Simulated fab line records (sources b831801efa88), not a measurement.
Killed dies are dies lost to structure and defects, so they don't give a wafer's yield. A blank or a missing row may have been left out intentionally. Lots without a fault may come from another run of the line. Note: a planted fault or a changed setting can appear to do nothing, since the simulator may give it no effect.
A lot that was struck, set against a sound lot + flow sfq-line + 42 out of 325 route steps
Sound: these wafers, L796.1, L796.2, L796.4. Struck: wafers L792.3, L792.5. (L792.4 of the same lot was not struck and is left out.) The cause comes at the end.
At each step with rows: each side's tool, then ch and its chambers, then its first start. Under that, the readings that differ: sound wafers + struck wafers + difference of the means + sigmas: that difference in standard deviations of wafers without a fault.
alike: words and numbers the same on both sides, and readings whose means are apart by under 2 such deviations; not compared: readings that were withheld, readings missing a value for some wafer, numbers with overlapping values and no deviation given by the record, and bounds like >300 which may hide the same value.
A row with sigmas, a row that says differs or no value, or rows on one side alone: a step with any of these is where the two part. When numbers do not overlap yet have no deviation, they are printed without sigmas and do not part them. A reading that every wafer of one side lacks parts them only if that side has two wafers or more.

first, 6 steps without rows for these wafers: SFQ_TRILAYER_M1_LITHO_COAT_044 (resist thk 62 nm); SFQ_TRILAYER_M1_LITHO_COAT_039 (resist thk 600 nm); SFQ_TRILAYER_M1_LITHO_SOFTBAKE_043; SFQ_TRILAYER_M1_LITHO_EXPOSE_040 (exposes mask M1, target cd 500 nm); SFQ_TRILAYER_M1_LITHO_PEB_042 (peb time 60 s); SFQ_TRILAYER_M1_LITHO_DEVELOP_041 (time 60 s).
SFQ_M1_OVL_MEAS_911:
  sound on overlay-02 at day 14 21:42; struck on overlay-01 at day 13 15:31
  alike: M1_OVL
SFQ_TRILAYER_M1_BARC_OPEN_METAL_ETCH_054: etches BARC in O2, target depth 125 nm, time 41.7 s.
  sound on rie-metal-01 ch 0,1, day 14 21:44; struck on rie-metal-02 ch 0, day 13 15:33
  alike: drypump-motor-current-A, oes-product-au
  not compared: rf-hours-counter-h
SFQ_TRILAYER_M1_ETCH_METAL_ETCH_042: etches Nb in Cl2/Ar, stops on SiO2, target depth 240 nm, time 120 s.
  sound on rie-metal-01 ch 0,1, day 14 21:48; struck on rie-metal-02 ch 0, day 13 15:38
  alike: drypump-motor-current-A, oes-product-au
  not compared: rf-hours-counter-h
then, 3 steps without rows for these wafers: SFQ_TRILAYER_M1_STRIP_STRIP_043 (strips in O2); SFQ_TRILAYER_M1_STRIP_SOLV_CLEAN_044 (cleans in NMP, time 600 s); SFQ_TRILAYER_I1_DEP_PECVD_045 (deposits SiO2 from SiH4/N2O, time 111.11 s, target thk 500 nm).
SFQ_TRILAYER_I1_CMP_CMP_046: polishes SiO2.
  sound on cmp-02 ch 0,1,2, day 15 02:05; struck on cmp-01 ch 2, day 14 02:40
| reading                                             | sound             | struck    | difference | sigmas |
|-----------------------------------------------------|-------------------|-----------|------------|--------|
| time-to-endpoint-s (s)                              | 210 207 223       | 252 256   | +41        | +5     |
| model.SiO2_of_TRILAYER_I1_DEP_PECVD_045.thk-nm (nm) | 200.5 199.4 202.3 | 150 149.8 | -51        |        |
  alike: motor-current-A
SFQ_I1_BOW_MEAS_912:
  sound on film-metro-04 at day 15 05:05; struck on film-metro-03 at day 14 05:13
  alike: I1_BOW
SFQ_TRILAYER_I1_METRO_MEASURE_047:
  sound on film-metro-04 at day 15 05:13; struck on film-metro-03 at day 14 05:41
| reading     | sound             | struck      | difference | sigmas |
|-------------|-------------------|-------------|------------|--------|
| thk-nm (nm) | 200.5 199.4 202.4 | 149.9 149.9 | -50.9      | -51    |
then, 6 steps without rows for these wafers: SFQ_TRILAYER_I1_VIA_LITHO_COAT_054 (resist thk 62 nm); SFQ_TRILAYER_I1_VIA_LITHO_COAT_049 (resist thk 650 nm); SFQ_TRILAYER_I1_VIA_LITHO_SOFTBAKE_053; SFQ_TRILAYER_I1_VIA_LITHO_EXPOSE_050 (exposes mask I1, target cd 500 nm); SFQ_TRILAYER_I1_VIA_LITHO_PEB_052 (peb time 60 s); SFQ_TRILAYER_I1_VIA_LITHO_DEVELOP_051 (time 60 s).
-- the record jumps here: 6 days lie between the struck wafers' starts before and after --
SFQ_I1_OVL_MEAS_913:
  sound on overlay-02 at day 21 12:24; struck on overlay-01 at day 20 04:15
  alike: I1_OVL
then, 1 step without rows for these wafers: SFQ_TRILAYER_I1_VIA_BARC_OPEN_VIA_ETCH_071 (etches BARC in O2, target depth 125 nm, time 41.7 s).
SFQ_TRILAYER_I1_VIA_ETCH_VIA_ETCH_052: etches SiO2 in CHF3, stops on Nb, target depth 260 nm.
  sound on rie-diel-03 ch 0,1,3, day 21 12:29; struck on rie-diel-03 ch 1,3, day 20 04:19
| reading                        | sound             | struck      | difference | sigmas |
|--------------------------------|-------------------|-------------|------------|--------|
| oes-product-au (a.u.)          | 0.856 0.860 0.861 | 0.735 0.730 | -0.127     | -26    |
| model.etch.depth-nm (nm)       | 200.5 199.4 202.3 | 150 149.8   | -51        |        |
| model.I1.feature-depth-nm (nm) | 200.5 199.4 202.3 | 150 149.8   | -51        |        |
  alike: drypump-motor-current-A
SFQ_TRILAYER_I1_VIA_STRIP_STRIP_053: strips in O2.
  sound on rie-metal-03 ch 0, day 21 12:35; struck on rie-metal-02 ch 1, day 20 04:37
  alike: drypump-motor-current-A, oes-product-au
  not compared: rf-hours-counter-h
then, 1 step without rows for these wafers: SFQ_TRILAYER_I1_VIA_STRIP_SOLV_CLEAN_054 (cleans in NMP, time 600 s).
SFQ_TRILAYER_M2_DEP_PRE_CLEAN_056: time 22.5 s.
  sound on pvd-sputter-05 at day 21 13:59; struck on pvd-sputter-04 at day 20 05:14
| reading                                             | sound           | struck      | difference | sigmas |
|-----------------------------------------------------|-----------------|-------------|------------|--------|
| model.SiO2_of_TRILAYER_I1_DEP_PECVD_045.thk-nm (nm) | 193 191.9 194.8 | 142.5 142.3 | -50.8      |        |
  alike: bias-v
then, 1 step without rows for these wafers: SFQ_TRILAYER_M2_DEP_SPUTTER_055 (material Nb, target thk 200 nm, time 133.3 s).
SFQ_M2_RS_MEAS_914: measures by four-point-probe.
  sound on film-metro-04 at day 21 14:07; struck on film-metro-01 at day 20 05:23
  alike: M2_NB_RS
then, 6 steps without rows for these wafers: SFQ_TRILAYER_M2_LITHO_COAT_062 (resist thk 62 nm); SFQ_TRILAYER_M2_LITHO_COAT_057 (resist thk 600 nm); SFQ_TRILAYER_M2_LITHO_SOFTBAKE_061; SFQ_TRILAYER_M2_LITHO_EXPOSE_058 (exposes mask M2, target cd 500 nm); SFQ_TRILAYER_M2_LITHO_PEB_060 (peb time 60 s); SFQ_TRILAYER_M2_LITHO_DEVELOP_059 (time 60 s).
-- the record jumps here: 7 days lie between the struck wafers' starts before and after --
SFQ_M2_OVL_MEAS_916:
  sound on overlay-02 at day 28 13:12; struck on overlay-01 at day 27 07:17
  alike: M2_OVL
then, 1 step without rows for these wafers: SFQ_TRILAYER_M2_BARC_OPEN_METAL_ETCH_077 (etches BARC in O2, target depth 125 nm, time 41.7 s).
SFQ_TRILAYER_M2_ETCH_METAL_ETCH_060: etches Nb in Cl2/Ar, stops on SiO2, target depth 240 nm, time 120 s.
  sound on rie-metal-01 ch 0,1, day 28 13:17; struck on rie-metal-03 ch 0,1, day 27 07:25
  alike: drypump-motor-current-A, oes-product-au
  not compared: rf-hours-counter-h
SFQ_TRILAYER_M2_STRIP_STRIP_061: strips in O2.
  sound on rie-metal-01 ch 0,1, day 28 13:25; struck on rie-metal-03 ch 0,1, day 27 07:42
  alike: drypump-motor-current-A, oes-product-au
  not compared: rf-hours-counter-h
then, 2 steps without rows for these wafers: SFQ_TRILAYER_M2_STRIP_SOLV_CLEAN_062 (cleans in NMP, time 600 s); SFQ_TRILAYER_I2_DEP_PECVD_063 (deposits SiO2 from SiH4/N2O, time 111.11 s, target thk 500 nm).
-- the record jumps here: 58 days lie between the struck wafers' starts before and after --
SFQ_M8_BOW_MEAS_951:
  sound on film-metro-03 at day 89 20:11; struck on film-metro-01 at day 85 14:34
| reading                 | sound             | struck      | difference | sigmas |
|-------------------------|-------------------|-------------|------------|--------|
| model.etest.i1.link-ohm | 1.962 1.962 1.961 | 1.934 1.932 | -0.029     |        |
  alike: M8_BOW

WHERE THEY PART
Last at SFQ_TRILAYER_I1_VIA_ETCH_VIA_ETCH_052 as far as this record goes, first at SFQ_TRILAYER_I1_CMP_CMP_046. Later steps at which nothing parts them and some readings are alike: SFQ_TRILAYER_I1_VIA_STRIP_STRIP_053, SFQ_TRILAYER_M2_DEP_PRE_CLEAN_056, SFQ_M2_RS_MEAS_914, SFQ_M2_OVL_MEAS_916, SFQ_TRILAYER_M2_ETCH_METAL_ETCH_060, SFQ_TRILAYER_M2_STRIP_STRIP_061, SFQ_M8_BOW_MEAS_951.

WHY: whatever the simulator had introduced
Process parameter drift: cmp-01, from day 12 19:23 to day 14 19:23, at SFQ_TRILAYER_I1_CMP_CMP_046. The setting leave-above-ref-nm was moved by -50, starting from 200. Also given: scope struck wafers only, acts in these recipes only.
